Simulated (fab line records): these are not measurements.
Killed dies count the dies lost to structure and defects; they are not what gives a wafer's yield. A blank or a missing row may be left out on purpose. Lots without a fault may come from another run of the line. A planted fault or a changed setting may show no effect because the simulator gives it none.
Matching of chambers -- flow gf180mcu -- GF_PASSIVATION_CVD_02 on pecvd-01 has 3 sister chambers
The step deposits Si3N4, target thk 700 nm, time 486.18 s. 6 wafers are shown with their chamber, then 8 later ones without.

WAFERS, EACH WITH ITS CHAMBER
wafer,chamber,heater_power_w (W)
L080.5,1,555
L081.1,2,801
L083.1,1,570
L083.5,0,843
L083.6,2,695
L085.2,0,1020

WAFERS WITHOUT THEIR CHAMBER
wafer,heater_power_w (W)
L085.4,866
L085.6,804
L087.1,723
L087.3,651
L087.6,1027
L096.1,911
L096.4,808
L096.5,584

WHICH CHAMBER EACH WENT THROUGH
wafer,from the rows above,in truth
L085.4,can't be placed: 0 or 2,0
L085.6,can't be placed: 2 or 0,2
L087.1,can't be placed: 2 or 1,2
L087.3,can't be placed: 1 or 2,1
L087.6,0,0
L096.1,can't be placed: 0 or 2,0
L096.4,can't be placed: 2 or 0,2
L096.5,can't be placed: 1 or 2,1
1 of 8 placed correctly. Can't be placed from these rows: 7 (the true chamber is among the candidates in 7). Placed wrongly: 0.
How it was worked out, from the rows above alone: a wafer's distance from a chamber is the root of the sum, over the readings, of the square of ((its reading less the chamber's mean) divided by the reading's scatter). If the next closest chamber is less than 2 further off than the closest, the wafer can't be placed; otherwise it belongs to the closest. For every chamber, the mean is computed from those of its wafers that are shown. The scatter: the root of (the sum of the squares of (reading less its chamber's mean) over the shown wafers, divided by (wafers less chambers)).
